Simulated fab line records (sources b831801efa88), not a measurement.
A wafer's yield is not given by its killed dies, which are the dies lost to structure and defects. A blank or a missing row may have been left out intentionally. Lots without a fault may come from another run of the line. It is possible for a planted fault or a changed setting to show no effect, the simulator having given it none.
Which of the tools did it? / flow gf180mcu / 18 wafers from 6 lots sampled at 2 of the route's 602 steps

## WHAT THE GAUGES SHOWED, per wafer
GF_VT_IMPLANT_OVL_MEAS_07.
lot=L786; measured=day 6 05:52; on=overlay-01; VT_IMPLANT_OVL (nm)=-1.4 -1.4 1.1
lot=L787; measured=day 6 17:29; on=overlay-02; VT_IMPLANT_OVL (nm)=2.0 0.8 -0.3
lot=L795; measured=day 8 11:04; on=overlay-02; VT_IMPLANT_OVL (nm)=-3.1 -1.3 -1.1
lot=L799; measured=day 9 13:25; on=overlay-02; VT_IMPLANT_OVL (nm)=-1.9 -1.3 -1.6
lot=L802; measured=day 10 07:01; on=overlay-02; VT_IMPLANT_OVL (nm)=-0.4 -0.3 -1.5
lot=L806; measured=day 11 06:31; on=overlay-01; VT_IMPLANT_OVL (nm)=-0.9 -1.4 -0.8

## TOOL THAT RAN EACH LOT (tool first, then ch and the chambers of the sampled wafers, then the start)
lot=L786; GF_MVPSD_EXPOSE_04=iline_stepper-02 ch 0, day 5 07:31
lot=L787; GF_MVPSD_EXPOSE_04=iline_stepper-02 ch 0, day 5 18:31
lot=L795; GF_MVPSD_EXPOSE_04=iline_stepper-02 ch 0, day 7 10:49
lot=L799; GF_MVPSD_EXPOSE_04=iline_stepper-02 ch 0, day 8 11:50
lot=L802; GF_MVPSD_EXPOSE_04=iline_stepper-01 ch 0, day 9 04:10
lot=L806; GF_MVPSD_EXPOSE_04=iline_stepper-01 ch 0, day 10 03:08
- GF_MVPSD_EXPOSE_04: exposes mask MVPSD, target cd 1000 nm.

## THE ANSWER, worked out from the rows above alone
Rule: what is usual is taken from the lots themselves. Put in order of their means at a reading, lots are off if they are a third of the lots or fewer, leave a main group of 4 or more, and stand apart from it by a gap of 3 or more times the standard deviation of the main group's means; of several such gaps the widest counts. Not used: any main group whose means are identical at the precision the tables above print for the reading. A lot without any number at a reading at which 4 lots or more have one is off too. All remaining lots with rows at the step are treated as sound.
No lot is off on any of the readings shown, so nothing can be concluded from this.

## WHAT THE SIMULATOR HAD INSERTED
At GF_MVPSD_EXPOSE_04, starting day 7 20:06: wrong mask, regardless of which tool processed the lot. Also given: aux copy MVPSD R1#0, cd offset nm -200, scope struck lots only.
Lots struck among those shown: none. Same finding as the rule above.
